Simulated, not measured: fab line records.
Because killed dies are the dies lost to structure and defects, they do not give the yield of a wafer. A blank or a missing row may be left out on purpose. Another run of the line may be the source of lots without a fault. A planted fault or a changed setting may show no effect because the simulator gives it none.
Chamber matching ; flow gf180mcu ; pecvd-03 running GF_CONTACT_CVD_02: 3 sister chambers
The step deposits SiO2 from TEOS, target thk 860 nm, time 95.992 s. 3 wafers are shown with their chamber, then 7 later ones without.

## EACH WAFER AND ITS CHAMBER
wafer;chamber;heaterPowerW (W)
L811.3;0;571
L813.1;1;536
L813.4;2;668

## WAFERS WITHOUT THEIR CHAMBER
wafer;heaterPowerW (W)
L813.6;529
L815.1;557
L815.2;611
L815.3;828
L820.1;573
L820.4;675
L820.5;512

## WHICH CHAMBER EACH ONE RAN IN
wafer;from the rows above;in truth
L813.6;can't be placed: 1 or 0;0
L815.1;can't be placed: 0 or 1 or 2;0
L815.2;can't be placed: 0 or 2 or 1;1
L815.3;can't be placed: 2 or 0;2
L820.1;can't be placed: 0 or 1 or 2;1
L820.4;can't be placed: 2 or 0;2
L820.5;can't be placed: 1 or 0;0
Correct placement for 0 of the 7. These rows do not allow placing 7 (true chamber among the candidates in 7). Placed wrongly: 0.
How it was worked out, from the rows above alone: a wafer's distance from a chamber is the root of the sum, over the readings, of the square of ((its reading less the chamber's mean) divided by the reading's scatter). The wafer belongs to the nearest chamber; if the next one is less than 2 further off, it can't be placed. For every chamber, the mean is computed from those of its wafers that are shown. The scatter: with one shown wafer a chamber, the root of the mean of the squares of how far each hidden wafer lies from its nearest shown one.
